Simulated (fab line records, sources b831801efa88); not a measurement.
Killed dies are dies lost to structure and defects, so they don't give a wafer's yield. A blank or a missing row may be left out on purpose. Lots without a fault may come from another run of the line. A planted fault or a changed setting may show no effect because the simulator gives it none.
One fault seen from 2 desks | flow gf180mcu | each desk has only its own numbers; what lay behind them comes last

THE TOOL OWNER'S DESK: pvd_sputter-03
The tool's own readings at GF_MIM_SPUTTER_04 (material TiN, target thk 50 nm, time 41.7 s): means of the sampled wafers that have a number, for each lot that ran on this tool. A lot is out of limits, marked OUT, if its mean lies more than 4 standard deviations from the usual mean; the brackets give that distance.
Columns: A = throttle_valve_pct at GF_MIM_SPUTTER_04, usual 30.1 %
lot  | first seen here | A
L344 | day 26 22:35    | 29.5
L348 | day 28 07:23    | 29.5
L351 | day 29 01:09    | 29.0
L353 | day 29 13:25    | 30.1
This desk's finding: nothing out of limits on any of the 4 lots.

THE METROLOGY DESK
What the gauges read, lot by lot, whatever tool the lot ran on: means of the sampled wafers that have a number. A lot is out of limits, marked OUT, if its mean lies more than 4 standard deviations from the usual mean; the brackets give that distance.
Columns: A = V4_W_RS at GF_V4_RS_MEAS_24, usual 0.328 ohm/sq; B = V4_W_THK at GF_V4_THK_MEAS_25, usual 339 nm; C = MIM_CVD_05_THK at GF_MIM_THK_MEAS_06, usual 42.0 nm; D = MIM_ALCU_RS at GF_MIM_RS_MEAS_10, usual 0.1610 ohm/sq; E = MIM_ALCU_THK at GF_MIM_THK_MEAS_11, usual 198.6 nm; F = cd_nm at GF_M5_CD_MEAS_07, usual 280.1 nm; G = M5_OVL at GF_M5_OVL_MEAS_08, usual 0 nm
lot  | first seen here | A     | B   | C    | D      | E     | F     | G
L344 | day 26 21:43    | 0.332 | 338 | 42.1 | 0.1585 | 202.9 | 279.6 | 2
L348 | day 28 06:47    | 0.326 | 343 | 42.4 | 0.1626 | 194.8 | 280.1 | -4
L351 | day 29 00:31    | 0.329 | 335 | 41.7 | 0.1623 | 195.9 | 281.4 | -13
L353 | day 29 12:49    | 0.329 | 338 | 42.2 | 0.1605 | 201.1 | 281.0 | 0
L358 | day 31 01:56    | 0.329 | 338 | 41.4 | 0.1590 | 200.4 | 280.3 | -2
L360 | day 31 13:20    | 0.327 | 337 | 41.8 | 0.1627 | 196.8 | 278.4 | -2
This desk's finding: nothing out of limits on any of the 6 lots.

PUT TOGETHER
The tool owner's desk saw nothing out of limits.
The metrology desk saw nothing out of limits.

WHAT THE SIMULATOR HAD PUT IN
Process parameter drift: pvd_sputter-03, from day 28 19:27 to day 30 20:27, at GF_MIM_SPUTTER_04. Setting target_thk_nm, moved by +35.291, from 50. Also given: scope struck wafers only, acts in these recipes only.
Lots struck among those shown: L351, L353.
